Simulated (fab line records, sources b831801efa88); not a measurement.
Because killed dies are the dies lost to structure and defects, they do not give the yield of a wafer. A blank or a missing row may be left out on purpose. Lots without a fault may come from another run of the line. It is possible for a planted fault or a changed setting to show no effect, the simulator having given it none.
2 desks, one fault ; flow sky130 ; only its own numbers are on each desk; what lay behind them is given at the end

== FOR THE TOOL OWNER'S DESK: implanter-03 ==
The tool's own readings at SKY_LDD_HVP_IMPLANT_08: means of the sampled wafers that have a number, for each lot that ran on this tool. If a lot's mean is further than 4 standard deviations from the usual mean, the lot is out of limits and carries the mark OUT (the distance appears in the brackets).
Columns: A = beam_on_s at SKY_LDD_HVP_IMPLANT_08, usual 10.03 s; B = faraday_current_uA at SKY_LDD_HVP_IMPLANT_08, usual 95.6
lot;first seen here;A;B
L739;day 24 04:37;11.96 (+10) OUT;80.0 (-8.6) OUT
L742;day 24 18:56;11.96 (+10) OUT;80.3 (-8.5) OUT
L750;day 27 15:08;10.09;94.8
L751;day 27 20:47;10.28;93.6
L754;day 28 18:48;9.89;96.9
L755;day 28 21:37;10.00;95.6
Finding of this desk: L739, L742 out of limits; the first was L739 at day 24 04:37, on beam_on_s at SKY_LDD_HVP_IMPLANT_08. Within limits: L750, L751, L754, L755.

== THE METROLOGY DESK ==
Lot by lot, what the gauges showed, no matter which tool ran the lot: averages of those sampled wafers that carry a number. If a lot's mean is further than 4 standard deviations from the usual mean, the lot is out of limits and carries the mark OUT (the distance appears in the brackets).
Columns: A = LDD_HVP_TW at SKY_LDD_HVP_TW_MEAS_10, usual 458.5; B = LDD_LDN_OVL at SKY_LDD_LDN_OVL_MEAS_07, usual 0.5 nm
lot;first seen here;A;B
L734;day 21 19:22;462.2;0.1
L739;day 24 04:52;478.9 (+8.2) OUT;1.1
L742;day 24 19:11;485.1 (+11) OUT;-1.0
L744;day 25 11:57;458.4;0.6
L747;day 26 09:02;459.9;2.3
L749;day 27 07:24;456.5;-0.6
L750;day 27 15:23;462.8;0.0
L751;day 27 21:01;458.6;1.4
L752;day 28 02:10;458.7;-2.9
L754;day 28 19:03;460.6;1.7
L755;day 28 21:51;459.3;1.2
L757;day 29 20:48;459.7;1.6
This desk's result: L739, L742 out of limits, first on L739 (LDD_HVP_TW at SKY_LDD_HVP_TW_MEAS_10), day 24 04:52. Within limits: L734, L744, L747, L749, L750, L751, L752, L754, L755, L757.

== BROUGHT TOGETHER ==
An alarm could have come from the tool owner's desk at day 24 04:37, on L739, L742.
Metrology desk: alarm possible at day 24 04:52 on L739, L742.
On implanter-03, each named lot ran SKY_LDD_HVP_IMPLANT_08.

== WHAT THE SIMULATOR PUT IN ==
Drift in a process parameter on implanter-03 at SKY_LDD_HVP_IMPLANT_08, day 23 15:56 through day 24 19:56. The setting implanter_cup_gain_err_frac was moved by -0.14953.
Shown lots that were struck: L739, L742.
Delay (hours) between the fault's onset and each desk's first out-of-limits reading: 13 at the tool owner's desk, 13 at the metrology desk.
